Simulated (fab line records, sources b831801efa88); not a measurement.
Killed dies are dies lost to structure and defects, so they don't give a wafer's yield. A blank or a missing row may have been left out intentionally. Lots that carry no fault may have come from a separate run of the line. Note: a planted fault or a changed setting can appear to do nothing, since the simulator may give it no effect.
Split-lot trial :: flow sky130 :: 5 lots, 23 wafers read, on a route of 708 steps

## ABOUT THE SPLIT
At SKY_SPACER_CVD_00 (deposits Si3N4 from DCS/NH3, target thk 43.1 nm, time 740 s), the setting pressure mtorr was moved away from the recipe's 250 mTorr on 20 of the 23 wafers read, by -9.3% to +13.4%. This setting was run at the recipe's value on the other wafers.

No step appears in the file between the split and the reading.

## THE READING
SPACER_CVD_00_THK at SKY_SPACER_THK_MEAS_01, in nm. Fault-free wafers of this fab line usually give 42.9 nm, standard deviation 0.34 nm.

wafer: L077.2
tool, chamber at the split: lpcvd-02, 0
pressure mtorr as run, mTorr: 250
against the recipe: recipe
SPACER_CVD_00_THK, nm: 43.4
against lot-mates on the recipe: -

wafer: L077.3
tool, chamber at the split: lpcvd-02, 0
pressure mtorr as run, mTorr: 250
against the recipe: recipe
SPACER_CVD_00_THK, nm: 43.3
against lot-mates on the recipe: -

wafer: L077.5
tool, chamber at the split: lpcvd-02, 0
pressure mtorr as run, mTorr: 250
against the recipe: recipe
SPACER_CVD_00_THK, nm: 43.4
against lot-mates on the recipe: -

wafer: L080.1
tool, chamber at the split: -, -
pressure mtorr as run, mTorr: 267.9
against the recipe: +7.2%
SPACER_CVD_00_THK, nm: 43.7
against lot-mates on the recipe: no lot-mate on the recipe

wafer: L080.2
tool, chamber at the split: -, -
pressure mtorr as run, mTorr: 267.9
against the recipe: +7.2%
SPACER_CVD_00_THK, nm: 43.7
against lot-mates on the recipe: no lot-mate on the recipe

wafer: L080.3
tool, chamber at the split: -, -
pressure mtorr as run, mTorr: 267.9
against the recipe: +7.2%
SPACER_CVD_00_THK, nm: 43.3
against lot-mates on the recipe: no lot-mate on the recipe

wafer: L080.5
tool, chamber at the split: -, -
pressure mtorr as run, mTorr: 267.9
against the recipe: +7.2%
SPACER_CVD_00_THK, nm: 43.4
against lot-mates on the recipe: no lot-mate on the recipe

wafer: L080.6
tool, chamber at the split: -, -
pressure mtorr as run, mTorr: 267.9
against the recipe: +7.2%
SPACER_CVD_00_THK, nm: 43.6
against lot-mates on the recipe: no lot-mate on the recipe

wafer: L081.1
tool, chamber at the split: -, -
pressure mtorr as run, mTorr: 226.8
against the recipe: -9.3%
SPACER_CVD_00_THK, nm: 41.6
against lot-mates on the recipe: no lot-mate on the recipe

wafer: L081.2
tool, chamber at the split: -, -
pressure mtorr as run, mTorr: 226.8
against the recipe: -9.3%
SPACER_CVD_00_THK, nm: 41.7
against lot-mates on the recipe: no lot-mate on the recipe

wafer: L081.3
tool, chamber at the split: -, -
pressure mtorr as run, mTorr: 226.8
against the recipe: -9.3%
SPACER_CVD_00_THK, nm: 41.6
against lot-mates on the recipe: no lot-mate on the recipe

wafer: L081.4
tool, chamber at the split: -, -
pressure mtorr as run, mTorr: 226.8
against the recipe: -9.3%
SPACER_CVD_00_THK, nm: 41.5
against lot-mates on the recipe: no lot-mate on the recipe

wafer: L081.5
tool, chamber at the split: -, -
pressure mtorr as run, mTorr: 226.8
against the recipe: -9.3%
SPACER_CVD_00_THK, nm: 41.4
against lot-mates on the recipe: no lot-mate on the recipe

wafer: L082.2
tool, chamber at the split: -, -
pressure mtorr as run, mTorr: 276
against the recipe: +10.4%
SPACER_CVD_00_THK, nm: 43.9
against lot-mates on the recipe: no lot-mate on the recipe

wafer: L082.3
tool, chamber at the split: -, -
pressure mtorr as run, mTorr: 276
against the recipe: +10.4%
SPACER_CVD_00_THK, nm: 44.0
against lot-mates on the recipe: no lot-mate on the recipe

wafer: L082.4
tool, chamber at the split: -, -
pressure mtorr as run, mTorr: 276
against the recipe: +10.4%
SPACER_CVD_00_THK, nm: 44.0
against lot-mates on the recipe: no lot-mate on the recipe

wafer: L082.5
tool, chamber at the split: -, -
pressure mtorr as run, mTorr: 276
against the recipe: +10.4%
SPACER_CVD_00_THK, nm: 43.8
against lot-mates on the recipe: no lot-mate on the recipe

wafer: L082.6
tool, chamber at the split: -, -
pressure mtorr as run, mTorr: 276
against the recipe: +10.4%
SPACER_CVD_00_THK, nm: 44.1
against lot-mates on the recipe: no lot-mate on the recipe

wafer: L084.1
tool, chamber at the split: -, -
pressure mtorr as run, mTorr: 283.5
against the recipe: +13.4%
SPACER_CVD_00_THK, nm: 44.7
against lot-mates on the recipe: no lot-mate on the recipe

wafer: L084.2
tool, chamber at the split: -, -
pressure mtorr as run, mTorr: 283.5
against the recipe: +13.4%
SPACER_CVD_00_THK, nm: 44.8
against lot-mates on the recipe: no lot-mate on the recipe

wafer: L084.4
tool, chamber at the split: -, -
pressure mtorr as run, mTorr: 283.5
against the recipe: +13.4%
SPACER_CVD_00_THK, nm: 44.5
against lot-mates on the recipe: no lot-mate on the recipe

wafer: L084.5
tool, chamber at the split: -, -
pressure mtorr as run, mTorr: 283.5
against the recipe: +13.4%
SPACER_CVD_00_THK, nm: 45.1
against lot-mates on the recipe: no lot-mate on the recipe

wafer: L084.6
tool, chamber at the split: -, -
pressure mtorr as run, mTorr: 283.5
against the recipe: +13.4%
SPACER_CVD_00_THK, nm: 45.3
against lot-mates on the recipe: no lot-mate on the recipe

THE FIT
A straight line over all 23 wafers: SPACER_CVD_00_THK changes by +0.131 nm for each +1% of pressure mtorr; r = +0.96; the points scatter about the line by 0.34 nm.
Too few moved wafers with a lot-mate on the recipe to fit a line net of each lot's own level.

## THE WHOLE CHAIN: every reading that the file lists as answering this split, in the file's order
step: SKY_SPACER_CVD_00
what it does: deposits Si3N4 from DCS/NH3, target thk 43.1 nm, time 740 s
reading: Si3N4_of_SPACER_CVD_00.thk nm (the simulator's own value, which no gauge read)
change (the file's fit): +0.131 nm for each +1% of the setting
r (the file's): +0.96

step: SKY_SPACER_THK_MEAS_01
what it does: 
reading: SPACER_CVD_00_THK
change (the file's fit): +0.131 for each +1% of the setting
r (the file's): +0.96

## THE FILE'S OWN FIT
SPACER_CVD_00_THK changes by +0.131 nm for each +1% of pressure mtorr, r = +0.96.
